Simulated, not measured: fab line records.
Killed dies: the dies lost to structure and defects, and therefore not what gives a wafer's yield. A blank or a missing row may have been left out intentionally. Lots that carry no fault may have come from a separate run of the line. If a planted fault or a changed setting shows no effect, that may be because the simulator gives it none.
One fault through the eyes of 2 desks / flow gf180mcu / numbers are kept per desk, each desk with only its own; the story behind them comes last

== AT THE TOOL OWNER'S DESK: lpcvd-02 ==
The tool's own readings at GF_STI_CVD_03 (deposits Si3N4 from DCS/NH3, target thk 207.16 nm, time 3551 s): means of the sampled wafers that have a number, for each lot that ran on this tool. Any lot whose mean is over 4 standard deviations away from the usual mean is out of limits and marked OUT; that distance is given in the brackets.
Columns: A = zone_power_upper_pct at GF_STI_CVD_03, usual 13.1 %
lot=L928; first seen here=day 1 11:34; A=13.5
lot=L929; first seen here=day 1 16:59; A=12.3
lot=L930; first seen here=day 1 22:14; A=12.4
lot=L934; first seen here=day 2 18:52; A=13.4
lot=L950; first seen here=day 6 01:34; A=13.3
lot=L951; first seen here=day 6 06:54; A=12.3
Finding of this desk: none of the 6 lots has anything out of limits.

== FROM THE METROLOGY DESK ==
What the gauges read, lot by lot, whatever tool the lot ran on: means of the sampled wafers that have a number. Any lot whose mean is over 4 standard deviations away from the usual mean is out of limits and marked OUT; that distance is given in the brackets.
Columns: A = STI_CVD_03_THK at GF_STI_THK_MEAS_04, usual 207.9 nm; B = cd_nm at GF_SAB_CD_MEAS_09, usual 420.2 nm; C = CONTACT_OVL at GF_CONTACT_OVL_MEAS_15, usual -1 nm
lot=L928; first seen here=day 1 13:34; A=206.7; B=423.2; C=1
lot=L929; first seen here=day 1 18:58; A=204.6; B=419.8; C=-7
lot=L930; first seen here=day 2 00:14; A=208.5; B=421.8; C=-1
lot=L931; first seen here=day 2 04:35; A=212.8; B=420.2; C=0
lot=L934; first seen here=day 2 20:51; A=192.7 (-5.6) OUT; B=421.2; C=0
lot=L939; first seen here=day 3 21:50; A=208.4; B=420.8; C=-5
lot=L944; first seen here=day 4 22:33; A=210.2; B=420.1; C=4
lot=L946; first seen here=day 5 08:35; A=205.6; B=421.4; C=-9
lot=L948; first seen here=day 5 17:34; A=211.4; B=422.4; C=-2
lot=L949; first seen here=day 5 23:05; A=210.2; B=418.7; C=-1
lot=L950; first seen here=day 6 03:34; A=211.9; B=419.1; C=-1
lot=L951; first seen here=day 6 08:54; A=207.4; B=417.0; C=6
This desk's result: L934 out of limits, first on L934 (STI_CVD_03_THK at GF_STI_THK_MEAS_04), day 2 20:51. L928, L929, L930, L931, L939, L944, L946, L948, L949, L950, L951 stayed within limits.

== TAKEN TOGETHER ==
L934 would have let the metrology desk raise an alarm at day 2 20:51.
Nothing out of limits was seen by the tool owner's desk.
The tool owner's desk has L934 on record, within its limits.
All the named lots went through GF_STI_CVD_03 on lpcvd-02.

== WHAT THE SIMULATOR HAD INSERTED ==
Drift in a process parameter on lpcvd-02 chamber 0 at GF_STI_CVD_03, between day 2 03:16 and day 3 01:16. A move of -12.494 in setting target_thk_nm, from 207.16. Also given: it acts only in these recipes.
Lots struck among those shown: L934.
Time in hours between the start of the fault and the first out-of-limits reading at each desk: metrology desk, 18.
